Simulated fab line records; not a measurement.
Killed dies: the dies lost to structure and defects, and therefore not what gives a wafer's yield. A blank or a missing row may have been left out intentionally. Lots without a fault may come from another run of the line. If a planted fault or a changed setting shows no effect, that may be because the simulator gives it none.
Matching of chambers -- flow gf180mcu -- GF_V2_CMP_04 on cmp-01: 4 sister chambers
The step polishes SiO2. 8 wafers are shown with their chamber, then 12 later ones without.

WAFERS PAIRED WITH THEIR CHAMBERS
wafer,chamber,motor-current-A (A),time-to-endpoint-s (s)
L081.4,1,12.1,89
L082.6,0,9.6,76
L083.2,0,9.7,73
L083.3,1,12.2,80
L083.5,3,10.7,81
L084.3,3,10.2,85
L084.4,2,10.6,83
L084.6,2,10.7,84

WAFERS MISSING THEIR CHAMBER
wafer,motor-current-A (A),time-to-endpoint-s (s)
L088.1,11.5,82
L088.3,10.7,87
L088.4,9.8,84
L090.3,10.8,83
L090.5,10.2,77
L090.6,12.2,83
L093.3,9.7,69
L093.4,10.6,81
L093.6,11.8,84
L094.3,10.9,71
L094.4,10.3,75
L094.5,10.0,76

WHICH CHAMBER EACH ONE RAN IN
wafer,from the rows above,in truth
L088.1,can't be placed: 1 or 2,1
L088.3,can't be placed: 2 or 3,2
L088.4,can't be placed: 0 or 3 or 2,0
L090.3,can't be placed: 2 or 3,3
L090.5,can't be placed: 3 or 2 or 0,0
L090.6,1,1
L093.3,0,0
L093.4,can't be placed: 2 or 3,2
L093.6,1,1
L094.3,can't be placed: 2 or 3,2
L094.4,can't be placed: 3 or 2 or 0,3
L094.5,can't be placed: 0 or 3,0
Correct placement for 3 of the 12. These rows do not allow placing 9 (true chamber among the candidates in 9). Placed wrongly: 0.
How it was worked out, from the rows above alone: a wafer's distance from a chamber is the root of the sum, over the readings, of the square of ((its reading less the chamber's mean) divided by the reading's scatter). If the next closest chamber is less than 2 further off than the closest, the wafer can't be placed; otherwise it belongs to the closest. For every chamber, the mean is computed from those of its wafers that are shown. The scatter: take each reading less its chamber's mean, square it, sum over the shown wafers, divide by the number of wafers less the number of chambers, and take the root.
